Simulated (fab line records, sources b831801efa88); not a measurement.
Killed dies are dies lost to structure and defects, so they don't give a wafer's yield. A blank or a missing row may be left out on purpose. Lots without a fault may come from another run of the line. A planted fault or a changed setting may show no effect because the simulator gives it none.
Which tool did it? | flow gf180mcu | 12 lots, 36 wafers sampled, at 6 steps of a route of 602

WHAT THE GAUGES READ, wafer by wafer
GF_TOP_METAL_CD_MEAS_14: target cd 440 nm.
lot  | measured     | on        | cd_nm (nm)
L075 | day 28 16:05 | cd_sem-02 | 440.7 440.1 439.9
L077 | day 29 01:35 | cd_sem-01 | 439.5 439.1 440.9
L079 | day 29 16:10 | cd_sem-02 | 440.3 441.6 442.6
L081 | day 30 12:40 | cd_sem-02 | 438.3 438.4 436.7
L082 | day 30 17:57 | cd_sem-02 | 440.7 439.7 440.0
L085 | day 31 22:11 | cd_sem-02 | 437.9 437.5 437.9
L088 | day 32 04:01 | cd_sem-02 | 437.7 441.0 438.5
L089 | day 32 16:43 | cd_sem-02 | 440.0 439.5 434.2
L091 | day 32 23:10 | cd_sem-02 | 439.9 442.5 439.3
L093 | day 33 12:07 | cd_sem-02 | 442.3 443.3 442.0
L095 | day 34 01:59 | cd_sem-01 | 437.4 435.7 437.7
L097 | day 34 05:35 | cd_sem-02 | 440.4 440.7 439.1

WHICH TOOL RAN EACH LOT (tool, then ch and the chambers of the sampled wafers, then the start)
lot  | GF_V2_ETCH_16                      | GF_M3_SPUTTER_00             | GF_M3_SPUTTER_03             | GF_V3_ETCH_17                                 | GF_M5_STRIP_11
L075 | rie_diel-04 ch 0,3, day 20 14:10   | pvd_sputter-01, day 20 15:43 | pvd_sputter-01, day 20 15:53 | rie_diel-01 ch 0,1, day 26 20:55 or earlier   | plasma_asher-03 ch 0,1, day 26 20:55
L077 | rie_diel-02 ch 0,1,2, day 21 11:31 | pvd_sputter-01, day 21 12:59 | pvd_sputter-01, day 21 13:09 | rie_diel-02 ch 1,2, day 27 06:53 or earlier   | plasma_asher-02 ch 0,1, day 27 06:53
L079 | rie_diel-03 ch 2,3, day 22 05:10   | pvd_sputter-03, day 22 06:31 | pvd_sputter-03, day 22 06:41 | rie_diel-02 ch 0,1, day 27 22:45 or earlier   | plasma_asher-01 ch 0,1, day 27 22:45
L081 | rie_diel-03 ch 1,3, day 23 06:21   | pvd_sputter-01, day 23 07:45 | pvd_sputter-01, day 23 07:55 | rie_diel-03 ch 0,3, day 28 20:30 or earlier   | plasma_asher-01 ch 0,1, day 28 20:30
L082 | rie_diel-04 ch 0,2, day 23 13:10   | pvd_sputter-03, day 23 14:31 | pvd_sputter-03, day 23 14:41 | rie_diel-03 ch 0,3, day 29 01:46 or earlier   | plasma_asher-02 ch 0,1, day 29 01:46
L085 | rie_diel-02 ch 0,3, day 24 23:34   | pvd_sputter-03, day 25 00:55 | pvd_sputter-03, day 25 01:05 | rie_diel-03 ch 1,2, day 30 08:10 or earlier   | plasma_asher-03 ch 0,1, day 30 08:10
L088 | rie_diel-04 ch 1,3, day 25 05:07   | pvd_sputter-02, day 25 06:28 | pvd_sputter-02, day 25 06:38 | rie_diel-02 ch 1,2,3, day 30 13:55 or earlier | plasma_asher-02 ch 0,1, day 30 13:55
L089 | rie_diel-03 ch 0,3, day 26 01:10   | pvd_sputter-01, day 26 02:31 | pvd_sputter-01, day 26 02:41 | rie_diel-03 ch 1,2, day 31 04:00 or earlier   | plasma_asher-03 ch 1, day 31 04:00
L091 | rie_diel-02 ch 0,1,3, day 26 06:13 | pvd_sputter-02, day 26 07:34 | pvd_sputter-02, day 26 07:44 | rie_diel-03 ch 0,1,2, day 31 10:22 or earlier | plasma_asher-01 ch 0,1, day 31 10:22
L093 | rie_diel-04 ch 0,1, day 27 00:01   | pvd_sputter-02, day 27 01:40 | pvd_sputter-02, day 27 01:49 | rie_diel-03 ch 2,3, day 32 00:43 or earlier   | plasma_asher-02 ch 0,1, day 32 00:43
L095 | rie_diel-02 ch 1,2,3, day 27 16:37 | pvd_sputter-03, day 27 17:59 | pvd_sputter-03, day 27 18:08 | rie_diel-03 ch 2,3, day 32 15:34 or earlier   | plasma_asher-01 ch 0,1, day 32 15:34
L097 | rie_diel-04 ch 0,2, day 27 22:01   | pvd_sputter-02, day 27 23:36 | pvd_sputter-02, day 27 23:46 | rie_diel-01 ch 2,3, day 32 19:24 or earlier   | plasma_asher-02 ch 1, day 32 19:24
- GF_V2_ETCH_16: etches BARC in N2/H2.
- GF_M3_SPUTTER_00: material Ti, target thk 37.5 nm, time 150 s.
- GF_M3_SPUTTER_03: material Ti, target thk 10 nm, time 6.7 s.
- GF_V3_ETCH_17: etches SiO2 in C4F8/O2/Ar, stops on TiN, target depth 635 nm.
- GF_M5_STRIP_11: strips in O2/N2.

THE ANSWER, worked out from the rows above alone
Rule: what is usual is taken from the lots themselves. Put in order of their means at a reading, lots are off if they are a third of the lots or fewer, leave a main group of 4 or more, and stand apart from it by a gap of 3 or more times the standard deviation of the main group's means; of several such gaps the widest counts. A main group whose means are all the same, to the digits that the tables above print for the reading, isn't used. A lot without any number at a reading at which 4 lots or more have one is off too. The other lots that the step has rows for count as sound.
No lot is off at any reading shown: from this, nothing can be told.

WHAT THE SIMULATOR HAD PUT IN
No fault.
